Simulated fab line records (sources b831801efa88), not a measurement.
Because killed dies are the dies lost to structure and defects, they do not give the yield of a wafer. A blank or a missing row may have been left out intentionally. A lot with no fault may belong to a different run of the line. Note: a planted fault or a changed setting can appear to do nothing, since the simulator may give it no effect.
fab line records	flow sky130
[record] lots = 11	wafers = 33	lastDay = 50
route steps=708 shown METAL3@532 CAPM@541 PAD_OPEN@708
lots that met no fault: taken from a fault-free run of the same line
startH: hours from the record's opening day to when the first of the lot's shown wafers began	waitH: hours since the lot's step before	" repeats the value in the row above	L1.1+2: a single row standing in for several wafers	- no value, or no start given	* or withheld: withheld	< > ~ a bound
route shown NAME@n: NAME is a module with steps in the file, n the number in the route of the first one	usual: mean and standard deviation over wafers with no fault	same: alike in all rows	chamber/n: place in a boat	sites: per-site readings	_std_site: their standard deviation	_edge_site: the outer-site mean with the inner-site mean subtracted	radiusMm: how far each site lies from the wafer's centre	mask NAME#n: copy n	behind: the last tool/chamber to shape the wafer	hold: reason for holding the lot/hours on hold/outcome of the hold	device: the n, p or np transistor that did not switch	end of line: the tests these same wafers got at the end of their route	a step without rows: its recipe alone	killed: the dies lost at the first sort to structure and to defects; this is not the yield of the wafer	map: a wafer's dies, marking killed ones x, the rest . and places with no die _
set.NAME: setting as actually run; set.NAME@STEP: the setting as run at that earlier step	model.NAME: the simulator's own value behind a step, which no gauge read
steps of the route over a sample of lots; a table a step, a row a wafer
services: the hour from which a tool's chamber was out of use, counted from the record's first day as startH (under 0 if before that day), plus the number of hours and why
[[steps]]
[step SKY_METAL3_SPUTTER_00]
[recipe] material = Ti	targetThkNm = 15	powerW = 3000	timeS = 10	chamberPressurePa = 0.4
[usual] throttleValvePct = 30.4/1.1
lot.wafer	tool	chamber	startH	waitH	throttleValvePct
L476.3	pvdSputter-04	-	847.78	0.2	29.8
L476.5	"	-	"	"	32.3
L476.6	"	-	"	"	31.8
L478.1	pvdSputter-03	-	872.07	0.2	29.4
L478.2	"	-	"	"	30.4
L478.6	"	-	"	"	29.2
L480.3	pvdSputter-04	-	893.31	0.2	30.0
L480.5	"	-	"	"	29.9
L480.6	"	-	"	"	31.9
L482.1	pvdSputter-03	-	905.75	0.2	30.4
L482.2	"	-	"	"	30.1
L482.5	"	-	"	"	29.7
L481.2	pvdSputter-03	-	906.26	0.1	30.3
L481.3	"	-	"	"	29.1
L481.5	"	-	"	"	29.1
L488.1	pvdSputter-03	-	940.38	0.1	30.2
L488.4	"	-	"	"	29.3
L488.6	"	-	"	"	30.2
L489.2	pvdSputter-03	-	945.87	0.2	30.0
L489.4	"	-	"	"	29.4
L489.6	"	-	"	"	29.6
L490.2	pvdSputter-03	-	957.96	0.2	30.4
L490.3	"	-	"	"	29.7
L490.6	"	-	"	"	29.8
L493.1	pvdSputter-04	-	974.22	0.1	31.5
L493.2	"	-	"	"	30.0
L493.4	"	-	"	"	31.4
L494.1	pvdSputter-03	-	980.49	0.2	29.5
L494.2	"	-	"	"	30.4
L494.6	"	-	"	"	29.5
L499.1	pvdSputter-02	-	1018.58	0.1	32.2
L499.2	"	-	"	"	29.4
L499.6	"	-	"	"	29.7
[step SKY_METAL3_SPUTTER_04]
[recipe] material = TiN	targetThkNm = 70	powerW = 6500	timeS = 58.3	chamberPressurePa = 0.4
[usual] throttleValvePct = 30.4/1
lot.wafer	tool	chamber	startH	waitH	throttleValvePct
L476.3	pvdSputter-04	-	847.90	0.0	30.0
L476.5	"	-	"	"	32.2
L476.6	"	-	"	"	32.0
L478.1	pvdSputter-03	-	872.17	0.0	29.2
L478.2	"	-	"	"	30.3
L478.6	"	-	"	"	29.4
L480.3	pvdSputter-04	-	893.42	0.0	29.8
L480.5	"	-	"	"	30.1
L480.6	"	-	"	"	32.1
L482.1	pvdSputter-03	-	905.85	0.0	30.1
L482.2	"	-	"	"	30.3
L482.5	"	-	"	"	29.4
L481.2	pvdSputter-03	-	906.36	0.0	30.4
L481.3	"	-	"	"	28.9
L481.5	"	-	"	"	29.3
L488.1	pvdSputter-03	-	940.48	0.0	30.0
L488.4	"	-	"	"	29.2
L488.6	"	-	"	"	30.2
L489.2	pvdSputter-03	-	945.97	0.0	30.2
L489.4	"	-	"	"	29.4
L489.6	"	-	"	"	29.8
L490.2	pvdSputter-03	-	958.06	0.0	30.1
L490.3	"	-	"	"	29.6
L490.6	"	-	"	"	29.6
L493.1	pvdSputter-04	-	974.34	0.0	31.3
L493.2	"	-	"	"	30.1
L493.4	"	-	"	"	31.6
L494.1	pvdSputter-03	-	980.59	0.0	29.8
L494.2	"	-	"	"	30.1
L494.6	"	-	"	"	29.5
L499.1	pvdSputter-02	-	1018.68	0.0	32.3
L499.2	"	-	"	"	29.5
L499.6	"	-	"	"	29.7
[step SKY_CAPM_THK_MEAS_04]
[recipe] thkMeasGauge = xrf	reads = TiN_of_CAPM_SPUTTER_02
[usual] CAPM_TIN_THK = 200.7/2.8
lot.wafer	tool	chamber	startH	waitH	CAPM_TIN_THK[nm]
L476.3	filmMetro-03	-	848.28	0.1	198.0
L476.5	"	-	"	"	197.6
L476.6	"	-	"	"	199.8
L478.1	filmMetro-02	-	872.53	0.1	203.1
L478.2	"	-	"	"	200.7
L478.6	"	-	"	"	200.0
L480.3	filmMetro-01	-	893.80	0.1	203.7
L480.5	"	-	"	"	202.1
L480.6	"	-	"	"	198.4
L482.1	filmMetro-01	-	906.25	0.1	200.6
L482.2	"	-	"	"	204.9
L482.5	"	-	"	"	198.0
L481.2	filmMetro-02	-	906.73	0.1	200.7
L481.3	"	-	"	"	205.3
L481.5	"	-	"	"	204.1
L488.1	filmMetro-02	-	940.84	0.1	200.3
L488.4	"	-	"	"	198.8
L488.6	"	-	"	"	202.9
L489.2	filmMetro-01	-	946.34	0.1	203.6
L489.4	"	-	"	"	209.0
L489.6	"	-	"	"	209.1
L490.2	filmMetro-02	-	958.44	0.1	199.9
L490.3	"	-	"	"	198.4
L490.6	"	-	"	"	199.8
L493.1	filmMetro-03	-	974.70	0.1	199.3
L493.2	"	-	"	"	204.1
L493.4	"	-	"	"	200.9
L494.1	filmMetro-01	-	980.95	0.1	202.3
L494.2	"	-	"	"	199.3
L494.6	"	-	"	"	199.1
L499.1	filmMetro-03	-	1019.04	0.1	198.2
L499.2	"	-	"	"	197.9
L499.6	"	-	"	"	200.1
[step SKY_CAPM_STRIP_14]
[recipe] chemistry = O2/N2	powerW = 1400	pressureMtorr = 1500	platenTempC = withheld	o2FlowSccm = 3000	n2FlowSccm = 300	overashFraction = 0.5
[usual] chamberPressureMTorr = 1499.9/1.4	drypumpMotorCurrentA = 5.7/0.44	oesProductAu = 0.711/0.0045	stripTimeToEndpointS = 12.67/0.049
lot.wafer	tool	chamber	startH	waitH	chamberPressureMTorr	drypumpMotorCurrentA	oesProductAu	rfHoursCounterH	stripTimeToEndpointS
L476.3	plasmaAsher-03	1	874.54	0.1	1499.8	5.3	0.711	-	12.69
L476.5	"	0	"	"	1498.1	5.3	0.710	-	12.69
L476.6	"	1	"	"	1497.9	5.3	0.700	-	12.72
L478.1	plasmaAsher-02	0	897.96	0.1	1500.7	5.9	0.712	83	12.72
L478.2	"	1	"	"	1498.6	5.8	0.713	83	12.71
L478.6	"	1	"	"	1500.8	5.7	0.726	-	12.76
L480.3	plasmaAsher-01	1	918.49	0.1	1499.9	6.8	0.709	-	12.65
L480.5	"	1	"	"	1499.5	6.7	0.711	-	12.81
L480.6	"	0	"	"	1500.6	5.8	0.713	-	12.67
L482.1	plasmaAsher-03	1	930.38	0.1	1499.4	5.3	0.716	19	12.61
L482.2	"	0	"	"	1498.8	5.3	0.711	19	12.67
L482.5	"	0	"	"	1500.8	5.2	0.708	-	12.59
L481.2	plasmaAsher-03	0	931.28	0.1	1500.1	5.3	0.707	19	12.66
L481.3	"	0	"	"	1498.8	5.2	0.712	-	12.71
L481.5	"	1	"	"	1498.8	5.3	0.704	-	12.69
L488.1	plasmaAsher-01	0	965.21	0.1	1500.2	5.7	0.712	109	12.73
L488.4	"	1	"	"	1500.2	6.8	0.702	-	12.68
L488.6	"	1	"	"	1498.2	6.8	0.716	-	12.66
L489.2	plasmaAsher-03	1	969.58	0.1	1500.3	5.3	0.710	23	12.58
L489.4	"	1	"	"	1499.1	5.3	0.710	-	12.68
L489.6	"	0	"	"	1499.1	5.2	0.714	-	12.68
L490.2	plasmaAsher-02	0	981.41	0.1	1500.6	5.9	0.715	91	12.66
L490.3	"	1	"	"	1500.2	5.7	0.701	-	12.64
L490.6	"	1	"	"	1497.9	5.7	0.711	-	12.67
L493.1	plasmaAsher-02	1	998.23	0.1	1500.6	5.8	0.708	93	12.65
L493.2	"	0	"	"	1499.9	5.9	0.709	93	12.68
L493.4	"	0	"	"	1498.8	5.9	0.710	-	12.65
L494.1	plasmaAsher-03	1	1004.48	0.1	1501.3	5.3	0.710	27	12.69
L494.2	"	0	"	"	1500.6	5.2	0.708	27	12.70
L494.6	"	0	"	"	1499.0	5.3	0.709	-	12.73
L499.1	plasmaAsher-02	0	1041.13	0.1	1498.7	6.0	0.704	99	12.58
L499.2	"	1	"	"	1501.6	5.7	0.713	99	12.56
L499.6	"	1	"	"	1500.8	5.7	0.714	-	12.62
[step SKY_METAL3_METAL_ETCH_18]
[recipe] targetDepthA = 8450	stopOn = SiO2	overEtchFrac = 0.3	timeS = 183.1	chemistry = Cl2/BCl3	resistSidewallDeg = 88	pressureMtorr = 10	icpW = 900	biasW = 48.5	Cl2_flow_sccm = 60	bcl3FlowSccm = 30
[usual] chamberPressureMTorr = 9.998/0.0088	drypumpMotorCurrentA = 6.22/0.22	oesProductAu = 0.863/0.0067	throttleValvePct = 22.265/0.011
lot.wafer	tool	chamber	startH	waitH	chamberPressureMTorr	drypumpMotorCurrentA	oesProductAu	rfHoursCounterH	throttleValvePct
L476.3	rieMetal-04	0	900.84	0.1	9.984	6.16	0.857	-	22.264
L476.5	"	0	"	"	9.993	6.11	0.866	-	22.269
L476.6	"	0	"	"	10.000	6.10	0.864	-	22.257
L478.1	rieMetal-04	1	923.45	0.0	9.995	6.46	0.864	11	22.276
L478.2	"	0	"	"	9.997	6.18	0.858	18	22.278
L478.6	"	1	"	"	9.995	6.49	0.851	-	22.279
L480.3	rieMetal-04	1	944.42	0.1	10.000	6.47	0.864	-	22.272
L480.5	"	1	"	"	10.007	6.48	0.867	-	22.275
L480.6	"	1	"	"	10.002	6.47	0.862	-	22.269
L482.1	rieMetal-04	1	955.37	0.0	10.001	6.50	0.851	13	22.247
L482.2	"	0	"	"	10.009	6.10	0.863	0	22.265
L482.5	"	0	"	"	10.006	6.13	0.867	-	22.260
L481.2	rieMetal-04	0	957.05	0.0	10.007	6.15	0.857	0	22.268
L481.3	"	1	"	"	10.011	6.48	0.855	-	22.248
L481.5	"	1	"	"	9.999	6.50	0.862	-	22.253
L488.1	rieMetal-03	1	989.47	0.0	9.980	6.20	0.865	18	22.290
L488.4	"	0	"	"	10.012	6.13	0.873	-	22.283
L488.6	"	0	"	"	10.000	6.13	0.867	-	22.249
L489.2	rieMetal-04	1	994.07	0.0	9.992	6.50	0.871	15	22.261
L489.4	"	0	"	"	10.000	6.10	0.878	-	22.262
L489.6	"	1	"	"	9.996	6.50	0.865	-	22.273
L490.2	rieMetal-03	0	1006.30	0.0	9.981	6.11	0.844	8	22.280
L490.3	"	1	"	"	9.998	6.17	0.839	-	22.275
L490.6	"	1	"	"	10.009	6.17	0.843	-	22.285
L493.1	rieMetal-04	0	1023.20	0.0	9.998	6.09	0.864	4	22.267
L493.2	"	1	"	"	10.004	6.49	0.853	17	22.278
L493.4	"	1	"	"	10.006	6.51	0.862	-	22.251
L494.1	rieMetal-04	0	1028.15	0.0	9.984	6.14	0.833	4	22.260
L494.2	"	1	"	"	10.001	6.49	0.826	17	22.278
L494.6	"	0	"	"	10.007	6.12	0.839	-	22.262
L499.1	rieMetal-04	0	1062.84	0.0	9.992	6.15	0.854	6	22.265
L499.2	"	1	"	"	9.980	6.53	0.868	20	22.277
L499.6	"	0	"	"	10.013	6.11	0.854	-	22.258
[step SKY_PAD_OPEN_PROBE_99]
[usual] defectLimitedYield = 82.4/1.9	killed_at_M0_to_M3 = 44/7.1	killed_at_M4_up = 3.5/2	killedAtContacts = 24/5.3	killedAtFrontEnd = 15/4.8	killedAtOther = 0.1/0.35	killedDies = 86/9.3	killedOpen = 47/7.8	killedShort = 39/5.9	sort_bin_3_pad_short = 0.8/0.42	sort_bin_5_function = 10.3/1.4	sort_bin_6_memory = 6.4/1.1	sortNPass = 406/9.3	sortYieldPct = 82.4/1.9
[same] grossDies = 492	killedAtBackSide = 0	sort_bin_4_leakage[%] = 0	sort_bin_8_speed[%] = 0
lot.wafer	tool	chamber	startH	waitH	defectLimitedYield[%]	killed_at_M0_to_M3	killed_at_M4_up	killedAtContacts	killedAtFrontEnd	killedAtOther	killedDies	killedOpen	killedShort	sort_bin_3_pad_short[%]	sort_bin_5_function[%]	sort_bin_6_memory[%]	sortNPass	sortYieldPct[%]
L478.1	prober-01	-	1092.44	0.1	83.9	40	3	28	8	0	79	46	33	1.6	8.5	5.9	413	83.9
L478.2	prober-01	-	1092.49	0.1	83.1	41	2	27	13	0	83	46	37	1.2	11.0	4.7	409	83.1
L478.6	prober-01	-	1092.69	0.2	83.9	43	5	23	8	0	79	51	28	1.6	8.9	5.5	413	83.9
L480.3	prober-02	-	1110.85	0.2	83.1	44	2	24	13	0	83	54	29	0.8	10.4	5.7	409	83.1
L480.5	prober-02	-	1110.95	0.2	81.1	49	2	21	21	0	93	45	48	1.0	12.0	5.9	399	81.1
L480.6	prober-02	-	1111.00	0.2	84.1	45	2	20	11	0	78	38	40	1.0	10.4	4.5	414	84.1
L482.1	prober-01	-	1117.58	0.1	83.1	41	8	21	13	0	83	44	39	0.4	9.6	6.9	409	83.1
L482.2	prober-01	-	1117.63	0.1	80.5	50	4	23	19	0	96	46	50	0.8	11.0	7.7	396	80.5
L482.5	prober-01	-	1117.78	0.2	83.5	32	6	24	19	0	81	44	37	0.8	8.5	7.1	411	83.5
L481.2	prober-02	-	1119.43	0.1	83.5	41	0	25	15	0	81	47	34	0.4	9.8	6.3	411	83.5
L481.3	prober-02	-	1119.48	0.2	82.9	44	5	21	14	0	84	48	36	0.8	8.7	7.5	408	82.9
L481.5	prober-02	-	1119.58	0.2	80.5	52	2	28	14	0	96	56	40	1.2	11.8	6.5	396	80.5
L493.1	prober-01	-	1174.43	0.1	83.9	39	2	25	13	0	79	43	36	0.8	9.3	5.9	413	83.9
L493.2	prober-01	-	1174.48	0.1	83.7	33	2	29	16	0	80	42	38	0.4	11.4	4.5	412	83.7
L493.4	prober-01	-	1174.58	0.2	81.1	39	5	33	16	0	93	52	41	0.4	11.4	7.1	399	81.1
L494.1	prober-02	-	1175.26	0.1	83.5	45	4	22	10	0	81	39	42	1.2	10.2	5.1	411	83.5
L494.2	prober-02	-	1175.31	0.1	81.7	57	1	19	13	0	90	51	39	0.4	9.6	8.3	402	81.7
L494.6	prober-02	-	1175.51	0.2	83.7	40	4	22	14	0	80	30	50	0.8	9.3	6.1	412	83.7
// killed by level:class
L478.1 LI_CONTACT:geometricParticle:open=11 METAL1:geometricParticle:short=11 VIA3:geometricParticle:open=10 LOCAL_INTERCONNECT:geometricParticle:short=6 CONTACT:geometricParticle:open=6 VIA1:geometricParticle:open=6 VIA2:geometricParticle:open=5 POLY_GATE:geometricParticle:open=4
L478.2 CONTACT:geometricParticle:open=12 METAL1:geometricParticle:short=8 VIA1:geometricParticle:short=6 VIA1:geometricParticle:open=6 VIA3:geometricParticle:open=5 POLY_GATE:geometricParticle:open=4 LI_CONTACT:geometricParticle:open=4 VIA3:geometricParticle:short=4
L478.6 VIA1:geometricParticle:open=12 LI_CONTACT:geometricParticle:open=9 VIA2:geometricParticle:open=9 CONTACT:geometricParticle:open=6 VIA3:geometricParticle:open=6 METAL1:geometricParticle:short=5 POLY_GATE:geometricParticle:open=5 VIA1:geometricParticle:short=5
L480.3 VIA1:geometricParticle:open=15 CONTACT:geometricParticle:open=10 LI_CONTACT:geometricParticle:open=8 VIA2:geometricParticle:open=7 METAL2:geometricParticle:short=6 POLY_GATE:geometricParticle:open=5 METAL1:geometricParticle:short=5 VIA1:geometricParticle:short=4
L480.5 VIA1:geometricParticle:short=10 VIA1:geometricParticle:open=10 VIA3:geometricParticle:open=8 CONTACT:geometricParticle:open=6 LI_CONTACT:geometricParticle:open=6 FIELD_ISO:geometricParticle:open=5 POLY_GATE:geometricParticle:short=5 FIELD_ISO:geometricParticle:short=4
L480.6 METAL1:geometricParticle:short=10 CONTACT:geometricParticle:open=8 VIA2:geometricParticle:open=8 VIA1:geometricParticle:open=5 CONTACT:geometricParticle:short=4 LI_CONTACT:geometricParticle:open=4 VIA2:geometricParticle:short=4 METAL2:geometricParticle:short=4
L482.1 LI_CONTACT:geometricParticle:open=9 VIA1:geometricParticle:open=7 CONTACT:geometricParticle:open=6 VIA2:geometricParticle:open=6 METAL2:geometricParticle:short=5 METAL4:geometricParticle:short=5 FIELD_ISO:geometricParticle:short=4 LOCAL_INTERCONNECT:geometricParticle:short=4
L482.2 VIA1:geometricParticle:open=10 FIELD_ISO:geometricParticle:open=7 VIA2:geometricParticle:open=7 VIA3:geometricParticle:open=7 FIELD_ISO:geometricParticle:short=6 LI_CONTACT:geometricParticle:open=6 LI_CONTACT:geometricParticle:short=5 CONTACT:geometricParticle:open=5
L482.5 LI_CONTACT:geometricParticle:open=10 VIA1:geometricParticle:open=8 CONTACT:geometricParticle:open=6 FIELD_ISO:geometricParticle:open=5 METAL4:geometricParticle:short=5 VIA3:geometricParticle:open=4 POLY_GATE:geometricParticle:short=4 LOCAL_INTERCONNECT:geometricParticle:short=4
L481.2 VIA2:geometricParticle:open=10 CONTACT:geometricParticle:open=9 VIA1:geometricParticle:open=7 VIA3:geometricParticle:open=7 FIELD_ISO:geometricParticle:short=6 LOCAL_INTERCONNECT:geometricParticle:short=6 LI_CONTACT:geometricParticle:open=5 VIA1:geometricParticle:short=5
L481.3 VIA2:geometricParticle:open=14 VIA3:geometricParticle:open=7 CONTACT:geometricParticle:open=6 METAL2:geometricParticle:short=6 LI_CONTACT:geometricParticle:short=4 LOCAL_INTERCONNECT:geometricParticle:short=4 METAL1:geometricParticle:short=4 FIELD_ISO:geometricParticle:short=3
L481.5 VIA1:geometricParticle:open=17 LI_CONTACT:geometricParticle:open=10 VIA2:geometricParticle:open=9 FIELD_ISO:geometricParticle:open=6 CONTACT:geometricParticle:open=6 LOCAL_INTERCONNECT:geometricParticle:short=5 METAL1:geometricParticle:short=5 VIA1:geometricParticle:short=5
L493.1 LI_CONTACT:geometricParticle:open=8 CONTACT:geometricParticle:open=8 VIA1:geometricParticle:short=8 VIA3:geometricParticle:open=7 VIA1:geometricParticle:open=6 VIA2:geometricParticle:open=6 FIELD_ISO:geometricParticle:short=4 CONTACT:geometricParticle:short=4
L493.2 CONTACT:geometricParticle:open=11 LI_CONTACT:geometricParticle:open=8 VIA1:geometricParticle:open=8 METAL2:geometricParticle:short=8 VIA2:geometricParticle:open=7 FIELD_ISO:geometricParticle:short=5 POLY_GATE:geometricParticle:short=5 LOCAL_INTERCONNECT:geometricParticle:short=4
L493.4 CONTACT:geometricParticle:open=14 VIA3:geometricParticle:open=9 VIA1:geometricParticle:open=9 LI_CONTACT:geometricParticle:open=6 METAL1:geometricParticle:short=6 FIELD_ISO:geometricParticle:open=5 FIELD_ISO:geometricParticle:short=5 LOCAL_INTERCONNECT:geometricParticle:short=5
L494.1 METAL1:geometricParticle:short=10 VIA1:geometricParticle:open=8 LI_CONTACT:geometricParticle:open=7 VIA3:geometricParticle:open=6 VIA2:geometricParticle:open=5 LI_CONTACT:geometricParticle:short=4 CONTACT:geometricParticle:short=4 METAL2:geometricParticle:short=4
L494.2 VIA1:geometricParticle:open=11 CONTACT:geometricParticle:open=10 VIA3:geometricParticle:open=10 METAL2:geometricParticle:short=7 METAL1:geometricParticle:short=6 VIA2:geometricParticle:open=5 LI_CONTACT:geometricParticle:open=4 VIA2:geometricParticle:short=4
L494.6 CONTACT:geometricParticle:open=8 VIA1:geometricParticle:open=8 FIELD_ISO:geometricParticle:short=7 VIA1:geometricParticle:short=7 LI_CONTACT:geometricParticle:open=5 CONTACT:geometricParticle:short=5 METAL1:geometricParticle:short=5 VIA2:geometricParticle:short=5
[[services]]
tool	chamber	startH	hours	kind
plasmaAsher-01	-	837.02	6.3	repair
pvdSputter-04	-	851.69	3.7	repair
pvdSputter-03	3	853.00	-	consumableReplace:kit
pvdSputter-03	3	853.00	18.0	scheduledDown
pvdSputter-03	3	853.00	18.0	ventCycle
plasmaAsher-01	-	872.86	2.8	pm
rieMetal-04	1	885.58	21.1	repair
pvdSputter-04	-	891.01	0.6	repair
plasmaAsher-02	-	892.86	1.8	repair
pvdSputter-04	-	922.71	3.3	repair
pvdSputter-02	-	941.72	2.0	repair
plasmaAsher-02	-	949.83	2.0	repair
rieMetal-04	-	981.06	0.5	repair
pvdSputter-03	-	989.84	2.7	repair
rieMetal-04	0	1001.86	5.7	repair
pvdSputter-03	2	1006.61	-	consumableReplace:kit
pvdSputter-03	2	1006.61	18.0	scheduledDown
pvdSputter-03	2	1006.61	18.0	ventCycle
plasmaAsher-01	-	1015.16	38.0	repair
plasmaAsher-03	-	1015.18	28.1	pm
rieMetal-04	1	1017.43	2.9	repair
pvdSputter-04	-	1037.28	1.0	repair
plasmaAsher-03	-	1043.28	2.8	pm
plasmaAsher-01	-	1055.25	9.0	pm
[[key]]
[firstSign] step = SKY_METAL3_METAL_ETCH_18	reading = oesProductAu	direction = down	sigmas = 3.8	usual = 0.863	struck = 0.837
effect none on later readings
metAt SKY_METAL3_SPUTTER_04
struckLots L490,L494
notActingAt SKY_METAL3_SPUTTER_00,SKY_CAPM_THK_MEAS_04,SKY_CAPM_STRIP_14
onsetBetween 945.97 958.06
[fault] kind = processParameterDrift	tool = pvdSputter-03	chamber = -	onsetH = 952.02	steps = SKY_METAL3_SPUTTER_04	channel = targetThkNm	offset = -44.656	shape = step	endH = 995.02	actsIn = theseRecipesOnly	stated = 70
